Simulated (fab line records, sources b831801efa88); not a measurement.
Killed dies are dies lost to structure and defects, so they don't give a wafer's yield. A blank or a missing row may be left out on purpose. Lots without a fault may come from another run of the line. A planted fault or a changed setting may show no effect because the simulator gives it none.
A struck lot beside a sound one | flow gf180mcu | 43 steps out of a route of 602
Sound: wafers L618.3, L618.5, L618.6. Struck: wafers L613.1, L613.4, L613.5. The cause comes at the end.
At each step with rows: each side's tool, then ch and its chambers, then its first start. Under that, the readings that differ: sound wafers | struck wafers | difference of the means | sigmas: that difference in standard deviations of wafers without a fault.
alike: readings whose means differ by less than 2 such deviations, and words and numbers that are the same on both sides. not compared: withheld readings, readings that some wafer has no value for, bounds like >300 that may hide the same value, and numbers for which the record gives no deviation and whose values overlap.
The two part at a step that has a row with sigmas, a row that says differs or no value, or rows on one side only. Numbers that don't overlap but have no deviation are shown without sigmas and don't part them. A reading that every wafer of one side lacks parts them only if that side has two wafers or more.

GF_STI_THK_MEAS_04:
  sound on film_metro-04, day 4 11:35; struck on film_metro-03, day 3 12:17
  alike: STI_CVD_03_THK
then, 7 steps without rows for these wafers: GF_STI_DEHYDRATE_05 (time 60 s); GF_STI_HMDS_06 (prime time 60 s); GF_STI_COAT_07 (resist thk 700 nm); GF_STI_SOFTBAKE_08 (time 60 s); GF_STI_EXPOSE_09 (exposes mask COMP, target cd 220 nm); GF_STI_PEB_10 (peb time 90 s); GF_STI_DEVELOP_11 (develop time 60 s).
GF_STI_CD_MEAS_12: target cd 220 nm.
  sound on cd_sem-02, day 5 01:35; struck on cd_sem-02, day 4 01:23
  alike: cd_nm
GF_STI_ETCH_13: etches the open film in CHF3/O2, stops on Si, target depth 282.31 nm, time 112.9 s.
  sound on rie_diel-01 ch 1,2,3, day 5 01:40; struck on rie_diel-02 ch 0,2,3, day 4 01:31
  alike: drypump_motor_current_A, oes_product_au, throttle_valve_pct
  not compared: rf_hours_counter_h
GF_STI_ETCH_14: etches Si in HBr/Cl2/O2, target depth 360 nm, time 102.9 s.
  sound on rie_si-02 ch 2,3, day 5 01:45; struck on rie_si-01 ch 1,2, day 4 01:35
  alike: drypump_motor_current_A, oes_product_au, throttle_valve_pct
  not compared: rf_hours_counter_h
GF_STI_STRIP_15: strips in O2/N2.
  sound on plasma_asher-04 ch 0,1, day 5 01:52; struck on plasma_asher-01 ch 0,1, day 4 01:40
  alike: drypump_motor_current_A, heater_power_w, oes_product_au, strip_time_to_endpoint_s
  not compared: rf_hours_counter_h
GF_STI_CLEAN_16: cleans in dHF, time 25 s.
  sound on wet_bench-04 ch 3, day 5 01:56; struck on wet_bench-01 ch 2, day 4 01:46
then, 5 steps without rows for these wafers: GF_STI_WET_ETCH_17 (etches Si3N4 in H3PO4, target depth 45 nm, time 514 s); GF_STI_CLEAN_18 (cleans in SC1/SC2, time 150 s); GF_STI_CLEAN_19 (cleans in dHF, time 20 s); GF_STI_WET_ETCH_20 (etches SiO2 in dHF, target depth 20 nm, time 400 s); GF_STI_OXIDATION_21 (stabilise 600 s, purge 300 s, target thk 15 nm).
GF_STI_THK_MEAS_22:
  sound on film_metro-01, day 5 03:27; struck on film_metro-04, day 4 03:15
  alike: STI_OXIDATION_01_THK
then, 1 step without rows for these wafers: GF_STI_CVD_23 (deposits SiO2, target thk 650 nm, time 108.3 s).
GF_STI_THK_MEAS_24:
  sound on film_metro-04, day 5 03:35; struck on film_metro-03, day 4 03:23
  alike: STI_CVD_23_THK
GF_STI_CMP_25: polishes, stops on Si3N4, t overpolish 33 s, target thk 524.6 nm.
  sound on cmp-02 ch 1,2,3, day 5 03:47; struck on cmp-02 ch 0,1,2, day 4 03:27
  alike: motor_current_A, overpolish_run_s, time_to_endpoint_s
then, 4 steps without rows for these wafers: GF_STI_WET_ETCH_26 (etches SiO2 in dHF, target depth 94 nm, time 188 s); GF_STI_WET_ETCH_27 (etches Si3N4 in H3PO4, target depth 160 nm, time 1825 s); GF_STI_WET_ETCH_28 (etches SiO2 in dHF, target depth 20 nm, time 40 s); GF_STI_OXIDATION_29 (stabilise 600 s, purge 300 s, target thk 10 nm).
GF_STI_THK_MEAS_30:
  sound on film_metro-01, day 5 05:59; struck on film_metro-03, day 4 06:02
  alike: STI_OXIDATION_02_THK
then, 8 steps without rows for these wafers: GF_DNWELL_DEHYDRATE_00 (time 60 s); GF_DNWELL_HMDS_01 (prime time 60 s); GF_DNWELL_COAT_02 (resist thk 3000 nm); GF_DNWELL_SOFTBAKE_03; GF_DNWELL_EXPOSE_04 (exposes mask DNWELL, target cd 1700 nm); GF_DNWELL_PEB_05; GF_DNWELL_DEVELOP_06 (develop time 60 s); GF_DNWELL_IMPLANT_07.
GF_DNWELL_STRIP_08: strips in O2/N2.
  sound on plasma_asher-01 ch 0,1, day 5 20:22; struck on plasma_asher-01 ch 1, day 4 20:24
  alike: drypump_motor_current_A, heater_power_w, oes_product_au, strip_time_to_endpoint_s
  not compared: rf_hours_counter_h
GF_DNWELL_TW_MEAS_09:
  sound on film_metro-02, day 5 20:28; struck on film_metro-04, day 4 20:30
  alike: DNWELL_TW
then, 5 steps without rows for these wafers: GF_NWELL_DEHYDRATE_00 (time 60 s); GF_NWELL_HMDS_01 (prime time 60 s); GF_NWELL_COAT_02 (resist thk 2976 nm); GF_NWELL_SOFTBAKE_03; GF_NWELL_EXPOSE_04 (exposes mask Nwell, target cd 860 nm).
-- the record jumps here: 27 days lie between the struck wafers' starts before and after (it left off in module NWELL and takes up again in module PASSIVATION, whose first step shown is number 602 of the route) --
GF_PASSIVATION_PROBE_99:
  the record has rows for the struck wafers here (prober-01, day 31 19:58) and none for the sound ones

WHERE THEY PART
Only at GF_PASSIVATION_PROBE_99, within this record.

WHY: what the simulator had put in
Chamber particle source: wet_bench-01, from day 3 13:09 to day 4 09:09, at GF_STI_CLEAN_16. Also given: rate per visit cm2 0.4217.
